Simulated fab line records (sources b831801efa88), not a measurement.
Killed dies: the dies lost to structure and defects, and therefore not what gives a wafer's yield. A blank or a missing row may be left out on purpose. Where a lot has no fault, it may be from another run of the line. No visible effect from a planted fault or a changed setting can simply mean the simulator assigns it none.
What tool caused it? + flow gf180mcu + 7 lots, 21 wafers sampled, at 3 steps of a route of 602

WHAT EACH GAUGE READ, for each wafer
GF_TOP_METAL_CD_MEAS_14: the cd target is 440 nm.
| lot  | measured     | on        | cd-nm (nm)        |
|------|--------------|-----------|-------------------|
| L674 | day 28 05:13 | cd-sem-01 | 439.0 437.7 439.3 |
| L676 | day 28 23:55 | cd-sem-01 | 437.0 436.3 437.1 |
| L678 | day 29 17:02 | cd-sem-02 | 439.2 439.6 440.8 |
| L680 | day 30 07:34 | cd-sem-02 | 439.1 437.6 439.2 |
| L690 | day 33 02:39 | cd-sem-01 | 437.3 438.1 439.9 |
| L693 | day 33 15:16 | cd-sem-01 | 441.3 439.2 439.4 |
| L696 | day 34 08:56 | cd-sem-02 | 440.4 438.3 440.2 |

WHAT TOOL EACH LOT RAN ON (gives the tool, then ch and the chambers of the sampled wafers, and finally the start)
| lot  | GF_HV_LDD_CVD_54            | GF_V5_ETCH_16                      |
|------|-----------------------------|------------------------------------|
| L674 | lpcvd-01 ch 1, day 12 13:07 | rie-diel-03 ch 0,3, day 27 06:01   |
| L676 | lpcvd-01 ch 0, day 13 08:10 | rie-diel-02 ch 0,2,3, day 28 02:43 |
| L678 | lpcvd-01 ch 0, day 14 02:37 | rie-diel-03 ch 1,2,3, day 28 20:31 |
| L680 | lpcvd-01 ch 1, day 14 18:34 | rie-diel-03 ch 0,1,3, day 29 11:41 |
| L690 | lpcvd-01 ch 0, day 18 07:31 | rie-diel-04 ch 0,1,3, day 32 09:04 |
| L693 | lpcvd-02 ch 1, day 19 05:04 | rie-diel-04 ch 0,2, day 32 22:31   |
| L696 | lpcvd-02 ch 1, day 20 04:55 | rie-diel-02 ch 0,1,3, day 33 16:40 |
- GF_HV_LDD_CVD_54: deposits SiO2 from TEOS, target thk 10 nm, time 75 s.
- GF_V5_ETCH_16: etches BARC in N2/H2.

THE ANSWER, worked out from the rows above alone
Rule: usual is defined by the lots themselves. Put in order of their means at a reading, lots are off if they are a third of the lots or fewer, leave a main group of 4 or more, and stand apart from it by a gap of 3 or more times the standard deviation of the main group's means; of several such gaps the widest counts. If all means in a main group match to the digits the tables above print for the reading, that group is not used. Also off: a lot with no number at a reading for which 4 or more lots have one. All remaining lots with rows at the step are treated as sound.
No lot is off on any of the readings shown, so nothing can be concluded from this.

WHAT THE SIMULATOR HAD PUT IN
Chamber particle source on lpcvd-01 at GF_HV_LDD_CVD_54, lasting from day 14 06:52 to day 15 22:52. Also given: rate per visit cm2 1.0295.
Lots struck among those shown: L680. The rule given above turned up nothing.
